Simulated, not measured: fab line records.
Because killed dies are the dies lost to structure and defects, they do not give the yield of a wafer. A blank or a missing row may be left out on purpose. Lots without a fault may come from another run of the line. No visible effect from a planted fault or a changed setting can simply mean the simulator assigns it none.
Chamber matching + flow sky130 + SKY_LI_CONTACT_CMP_24 on cmp-01 has 4 sister chambers
The step polishes, stops on PSG, t overpolish 20 s, target thk 0 nm. 8 wafers are shown with their chamber, then 7 later ones without.

== WAFERS WITH THEIR CHAMBER ==
| wafer  | chamber | motor current A (A) | time to endpoint s (s) |
|--------|---------|---------------------|------------------------|
| L271.2 | 2       | 9.9                 | 93                     |
| L277.4 | 2       | 9.3                 | 96                     |
| L279.3 | 3       | 8.6                 | 99                     |
| L284.3 | 1       | 12.3                | 101                    |
| L284.5 | 1       | 11.5                | 98                     |
| L284.6 | 0       | 9.8                 | 97                     |
| L282.1 | 0       | 9.6                 | 99                     |
| L282.4 | 3       | 8.9                 | 97                     |

== WAFERS WHOSE CHAMBER IS MISSING ==
| wafer  | motor current A (A) | time to endpoint s (s) |
|--------|---------------------|------------------------|
| L282.5 | 9.9                 | 98                     |
| L287.1 | 8.8                 | 99                     |
| L287.4 | 9.5                 | 93                     |
| L287.5 | 9.0                 | 95                     |
| L291.2 | 8.8                 | 94                     |
| L291.4 | 11.5                | 93                     |
| L291.5 | 10.7                | 94                     |

== EACH ONE'S CHAMBER ==
| wafer  | from the rows above          | in truth |
|--------|------------------------------|----------|
| L282.5 | can't be placed: 0 or 2      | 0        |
| L287.1 | can't be placed: 3 or 0      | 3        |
| L287.4 | can't be placed: 2 or 0      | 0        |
| L287.5 | can't be placed: 2 or 3 or 0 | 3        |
| L291.2 | can't be placed: 2 or 3 or 0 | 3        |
| L291.4 | can't be placed: 1 or 2 or 0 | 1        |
| L291.5 | can't be placed: 2 or 0 or 1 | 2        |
Correctly placed: 0 of 7. Cannot be placed on the basis of these rows: 7; the candidates contain the true chamber in 7. 0 placed wrongly.
How it was worked out, from the rows above alone: a wafer's distance from a chamber is the root of the sum, over the readings, of the square of ((its reading less the chamber's mean) divided by the reading's scatter). The wafer belongs to the nearest chamber; if the next one is less than 2 further off, it can't be placed. The mean given for a chamber averages the wafers shown for that chamber. How the scatter is found: for the shown wafers, subtract from each reading the mean of its chamber, square and add these, divide the total by (wafers less chambers), then take the root.
